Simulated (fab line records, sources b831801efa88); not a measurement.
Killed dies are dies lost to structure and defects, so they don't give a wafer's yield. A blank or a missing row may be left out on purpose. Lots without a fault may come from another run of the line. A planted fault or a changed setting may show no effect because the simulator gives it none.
Chamber matching | flow sfq_line | SFQ_TRILAYER_I2_CMP_CMP_064 on cmp-02: 4 sister chambers
The step polishes SiO2. 4 wafers are shown with their chamber, then 7 later ones without.

WAFERS WITH THEIR CHAMBER
wafer  | chamber | motor_current_A (A)
L892.5 | 0       | 10.3
L897.1 | 2       | 11.8
L897.5 | 1       | 10.3
L901.5 | 3       | 10.0

WAFERS WITHOUT THEIR CHAMBER
wafer  | motor_current_A (A)
L901.6 | 10.2
L902.4 | 10.8
L902.2 | 11.4
L902.5 | 10.2
L904.4 | 10.5
L904.1 | 10.8
L904.5 | 10.4

WHICH CHAMBER EACH WENT THROUGH
wafer  | from the rows above               | in truth
L901.6 | can't be placed: 0 or 1 or 3      | 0
L902.4 | can't be placed: 0 or 1 or 3 or 2 | 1
L902.2 | 2                                 | 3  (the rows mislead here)
L902.5 | can't be placed: 0 or 1 or 3      | 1
L904.4 | can't be placed: 0 or 1 or 3      | 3
L904.1 | can't be placed: 0 or 1 or 3 or 2 | 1
L904.5 | can't be placed: 0 or 1 or 3      | 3
Placed correctly: 0 of 7. Can't be placed from these rows: 6 (the true chamber is among the candidates in 6). Placed wrongly: 1.
How it was worked out, from the rows above alone: a wafer's distance from a chamber is the root of the sum, over the readings, of the square of ((its reading less the chamber's mean) divided by the reading's scatter). The wafer belongs to the nearest chamber; if the next one is less than 2 further off, it can't be placed. A chamber's mean is the mean of its shown wafers. The scatter: with one shown wafer a chamber, the root of the mean of the squares of how far each hidden wafer lies from its nearest shown one.
